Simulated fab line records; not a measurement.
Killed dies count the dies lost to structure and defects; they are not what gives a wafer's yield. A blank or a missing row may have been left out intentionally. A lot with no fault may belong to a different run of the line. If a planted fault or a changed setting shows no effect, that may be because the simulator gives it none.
A struck lot beside a sound one + flow gf180mcu + 16 out of 602 route steps
Sound: these wafers, L985.1, L985.3, L985.4. The struck wafers were L996.1, L996.4, L996.6. The cause is given at the end.
Each step with rows lists, per side, the tool, then ch with its chambers, then its first start. Under that, the readings that differ: sound wafers + struck wafers + difference of the means + sigmas: that difference in standard deviations of wafers without a fault.
alike: readings with means less than 2 such deviations apart, plus words and numbers identical on both sides. not compared: withheld readings, readings lacking a value on some wafer, bounds such as >300 that could conceal the same value, and numbers that have no deviation in the record and whose values overlap.
Wherever a step has rows on one side only, a row that says differs or no value, or a row with sigmas, the two part there. Numbers that have no deviation but don't overlap get no sigmas and don't part them. A reading missing from all wafers of one side parts the sides only when that side holds two or more wafers.

first, 1 step without rows for these wafers: GF_HV_LDD_IMPLANT_36.
GF_HV_LDD_STRIP_37: strips in O2/N2.
  sound on plasma-asher-02 ch 0,1, day 11 13:29; struck on plasma-asher-02 ch 0,1, day 15 04:31
  alike: drypump-motor-current-A, heater-power-w, n2-flow-sccm, o2-flow-sccm, oes-product-au, strip-time-to-endpoint-s
  not compared: rf-hours-counter-h
GF_HV_LDD_TW_MEAS_38:
  struck on film-metro-03, day 15 04:37; sound on film-metro-04, day 11 13:35
  alike: HV_LDD_3_TW
then, 7 steps without rows for these wafers: GF_HV_LDD_DEHYDRATE_39 (time 60 s); GF_HV_LDD_HMDS_40 (prime time 60 s); GF_HV_LDD_COAT_41 (resist thk 1000 nm); GF_HV_LDD_SOFTBAKE_42 (time 60 s); GF_HV_LDD_EXPOSE_43 (exposes mask Pplus HV AREA, target cd 400 nm); GF_HV_LDD_PEB_44; GF_HV_LDD_DEVELOP_45 (develop time 60 s).
GF_HV_LDD_CD_MEAS_46: target cd 400 nm.
  struck on cd-sem-02, day 16 01:58; sound on cd-sem-02, day 12 08:40
  alike: cd-nm
GF_HV_LDD_OVL_MEAS_47:
  struck on overlay-02, day 16 02:05; sound on overlay-01, day 12 08:47
  alike: HV_LDD_03_OVL
GF_HV_LDD_IMPLANT_48:
  sound on implanter-01 ch 0, day 12 08:50; struck on implanter-02 ch 0, day 16 02:07
| reading                   | sound             | struck            | difference | sigmas |
|---------------------------|-------------------|-------------------|------------|--------|
| implant-ion-amu           | 11 11 11          | 49 49 49          | +38        |        |
| model.implant.rp-nm (nm)  | 81.65 81.65 81.65 | 20.5 20.5 20.5    | -61.2      |        |
| model.implant.drp-nm (nm) | 35.62 35.62 35.62 | 11.41 11.41 11.41 | -24.21     |        |
GF_HV_LDD_STRIP_49: strips in O2/N2.
  sound on plasma-asher-02 ch 0,1, day 12 08:59; struck on plasma-asher-02 ch 0,1, day 16 02:16
  alike: drypump-motor-current-A, heater-power-w, n2-flow-sccm, o2-flow-sccm, oes-product-au, strip-time-to-endpoint-s
  not compared: rf-hours-counter-h
GF_HV_LDD_TW_MEAS_50:
  struck on film-metro-04, day 16 02:36; sound on film-metro-04, day 12 09:05
| reading     | sound       | struck      | difference | sigmas |
|-------------|-------------|-------------|------------|--------|
| HV_LDD_4_TW | 570 567 570 | 898 898 900 | +330       | +78    |
  not compared: hold
GF_PASSIVATION_PROBE_99:
  rows exist in the record for the sound wafers here (prober-01, day 29 00:36), none for the struck ones

== WHERE THEY PART ==
Last at GF_PASSIVATION_PROBE_99 as far as this record goes, first at GF_HV_LDD_TW_MEAS_50.

WHY: the cause the simulator had injected
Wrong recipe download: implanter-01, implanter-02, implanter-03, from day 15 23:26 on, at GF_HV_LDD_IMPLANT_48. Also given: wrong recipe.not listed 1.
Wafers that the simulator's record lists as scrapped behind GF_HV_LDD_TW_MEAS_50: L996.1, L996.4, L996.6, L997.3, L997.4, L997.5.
